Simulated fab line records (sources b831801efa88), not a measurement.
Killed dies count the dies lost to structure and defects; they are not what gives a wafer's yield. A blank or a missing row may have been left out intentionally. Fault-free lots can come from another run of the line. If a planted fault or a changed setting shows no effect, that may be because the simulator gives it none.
Which tool is to blame? | flow sky130 | 11 lots with 33 wafers sampled at 6 steps, on a route of 708 steps

WHAT EACH GAUGE READ, for each wafer
SKY_VIA1_BOW_MEAS_03. Usual: VIA1_BOW 80 um, standard deviation 7.1.
lot  | measured     | on            | VIA1_BOW (um) | flag
L324 | day 32 21:19 | film_metro-02 | 76 73 71      |
L326 | day 33 18:51 | film_metro-03 | 86 95 70      |
L328 | day 34 14:01 | film_metro-03 | 84 81 79      |
L330 | day 35 04:12 | film_metro-02 | 76 87 82      |
L332 | day 35 15:58 | film_metro-02 | 81 95 81      |
L331 | day 35 16:55 | film_metro-03 | 77 82 74      |
L341 | day 38 13:07 | film_metro-01 | 69 80 81      |
L342 | day 38 22:31 | film_metro-02 | 92 82 80      |
L343 | day 39 00:34 | film_metro-03 | 79 90 80      |
L345 | day 39 21:14 | film_metro-03 | 81 83 84      |
L346 | day 40 03:20 | film_metro-02 | 79 75 78      |

SKY_VIA1_RS_MEAS_22: measurement is done with a four-point probe. Usual: VIA1_W_RS 0.428 ohm/sq, standard deviation 0.0039.
lot  | measured     | on            | VIA1_W_RS (ohm/sq) | flag
L324 | day 34 00:56 | film_metro-01 | 0.429 0.424 0.426  |
L326 | day 34 22:07 | film_metro-02 | 0.434 0.436 0.428  |
L328 | day 35 17:33 | film_metro-02 | 0.434 0.432 0.424  |
L330 | day 36 07:31 | film_metro-02 | 0.511 0.510 0.510  | OFF
L332 | day 36 19:26 | film_metro-03 | 0.423 0.424 0.424  |
L331 | day 36 20:22 | film_metro-03 | 0.509 0.507 0.496  | OFF
L341 | day 39 14:58 | film_metro-03 | 0.429 0.431 0.432  |
L342 | day 40 00:28 | film_metro-02 | 0.430 0.437 0.435  |
L343 | day 40 02:34 | film_metro-03 | 0.434 0.430 0.437  |
L345 | day 40 22:08 | film_metro-03 | 0.426 0.421 0.422  |
L346 | day 41 04:15 | film_metro-03 | 0.431 0.428 0.431  |

SKY_VIA1_THK_MEAS_23: measures by xrf. Usual: VIA1_W_THK 261 nm, standard deviation 3.5.
lot  | measured     | on            | VIA1_W_THK (nm) | flag
L324 | day 34 01:03 | film_metro-01 | 263 267 265     |
L326 | day 34 22:14 | film_metro-02 | 256 257 262     |
L328 | day 35 17:40 | film_metro-02 | 258 257 262     |
L330 | day 36 07:38 | film_metro-02 | 217 217 217     | OFF
L332 | day 36 19:32 | film_metro-03 | 265 264 264     |
L331 | day 36 20:28 | film_metro-03 | 222 223 226     | OFF
L341 | day 39 15:05 | film_metro-03 | 259 257 259     |
L342 | day 40 00:35 | film_metro-02 | 256 252 255     |
L343 | day 40 02:41 | film_metro-03 | 257 261 257     |
L345 | day 40 22:13 | film_metro-03 | 264 264 265     |
L346 | day 41 04:22 | film_metro-03 | 260 260 261     |

TOOL THAT RAN EACH LOT (tool first, then ch and the chambers of the sampled wafers, then the start)
lot  | SKY_VIA1_CMP_02               | SKY_VIA1_ETCH_15                   | SKY_VIA1_CVD_21
L324 | cmp-01 ch 2,3, day 32 20:59   | rie_diel-04 ch 0,1,3, day 34 00:06 | cvd_w-02 ch 1, day 34 00:50
L326 | cmp-02 ch 1,2,3, day 33 18:33 | rie_diel-02 ch 0,1,2, day 34 21:18 | cvd_w-01 ch 0,1, day 34 22:00
L328 | cmp-01 ch 0,1, day 34 13:46   | rie_diel-04 ch 1,2, day 35 16:45   | cvd_w-02 ch 0,1, day 35 17:28
L330 | cmp-01 ch 0,3, day 35 03:54   | rie_diel-02 ch 0,1,3, day 36 06:23 | cvd_w-02 ch 0, day 36 07:25
L332 | cmp-02 ch 0,1,3, day 35 15:40 | rie_diel-04 ch 1,2, day 36 18:36   | cvd_w-01 ch 0,1, day 36 19:20
L331 | cmp-01 ch 0,3, day 35 16:35   | rie_diel-01 ch 2,3, day 36 19:33   | cvd_w-02 ch 0,1, day 36 20:15
L341 | cmp-01 ch 0,1, day 38 12:47   | rie_diel-01 ch 0,1, day 39 14:09   | cvd_w-01 ch 0,1, day 39 14:52
L342 | cmp-02 ch 2,3, day 38 22:13   | rie_diel-02 ch 0,1,2, day 39 23:41 | cvd_w-01 ch 0,1, day 40 00:23
L343 | cmp-01 ch 1,2,3, day 39 00:22 | rie_diel-01 ch 0,1,3, day 40 01:47 | cvd_w-01 ch 0,1, day 40 02:29
L345 | cmp-02 ch 0,1,3, day 39 20:58 | rie_diel-04 ch 0,1,2, day 40 21:17 | cvd_w-01 ch 0,1, day 40 22:01
L346 | cmp-02 ch 0,1, day 40 03:05   | rie_diel-02 ch 0,1, day 41 03:28   | cvd_w-02 ch 0,1, day 41 04:09
- SKY_VIA1_CMP_02: polishes SiO2.
- SKY_VIA1_ETCH_15: etches SiO2 in C4F8/O2/Ar, stops on TiN, target depth 351 nm, time 54 s.
- SKY_VIA1_CVD_21: deposits W, target thk 270 nm, time 80.902 s.

WHAT THE TOOLS THEMSELVES READ (means of the sampled wafers that have a number; where no wafer has one, the mark that the record gives instead)
SKY_VIA1_CMP_02. Usual: 11.8 A for motor_current_A, sd 1.4.
lot  | tool   | motor_current_A (A) | flag
L324 | cmp-01 | 11.7                |
L326 | cmp-02 | 11.7                |
L328 | cmp-01 | 12.5                |
L330 | cmp-01 | 12.0                |
L332 | cmp-02 | 10.7                |
L331 | cmp-01 | 10.9                |
L341 | cmp-01 | 12.3                |
L342 | cmp-02 | 13.0                |
L343 | cmp-01 | 12.3                |
L345 | cmp-02 | 11.2                |
L346 | cmp-02 | 10.6                |

SKY_VIA1_ETCH_15. Usual: 0.981 a.u. for oes_product_au, sd 0.0058.
lot  | tool        | oes_product_au (a.u.) | flag
L324 | rie_diel-04 | 0.979                 |
L326 | rie_diel-02 | 0.981                 |
L328 | rie_diel-04 | 0.982                 |
L330 | rie_diel-02 | 0.983                 |
L332 | rie_diel-04 | 0.980                 |
L331 | rie_diel-01 | 0.983                 |
L341 | rie_diel-01 | 0.981                 |
L342 | rie_diel-02 | 0.982                 |
L343 | rie_diel-01 | 0.981                 |
L345 | rie_diel-04 | 0.984                 |
L346 | rie_diel-02 | 0.987                 |

SKY_VIA1_CVD_21. Usual: 781 W for heater_power_w, sd 50.
lot  | tool     | heater_power_w (W) | flag
L324 | cvd_w-02 | 805                |
L326 | cvd_w-01 | 786                |
L328 | cvd_w-02 | 808                |
L330 | cvd_w-02 | 830                |
L332 | cvd_w-01 | 790                |
L331 | cvd_w-02 | 822                |
L341 | cvd_w-01 | 703                |
L342 | cvd_w-01 | 720                |
L343 | cvd_w-01 | 702                |
L345 | cvd_w-01 | 696                |
L346 | cvd_w-02 | 827                |

THE ANSWER, worked out from the rows above alone
Rule: take the mean of a lot's wafers that have a number; if it is more than 3 standard deviations from the usual mean, the lot is off. A lot without any number at a reading at which 4 lots or more have one is off too. Where the step has rows for the other lots, those lots are counted as sound. The gauges are gone through in route order, then the tools' own readings, and for those a lot's mean is taken as printed above. The first step at which some lot is off is used, and at that step the reading that is off furthest; a lot without a number counts as furthest.
Off: L330, L331, at SKY_VIA1_RS_MEAS_22 (VIA1_W_RS).
A tool fits if, at a process step before that reading, it ran every lot that is off, and no sound lot after the first of them. Gauges at SKY_VIA1_RS_MEAS_22: tried the same way as those tools. None of those tried fits.

WHAT HAD BEEN PUT IN BY THE SIMULATOR
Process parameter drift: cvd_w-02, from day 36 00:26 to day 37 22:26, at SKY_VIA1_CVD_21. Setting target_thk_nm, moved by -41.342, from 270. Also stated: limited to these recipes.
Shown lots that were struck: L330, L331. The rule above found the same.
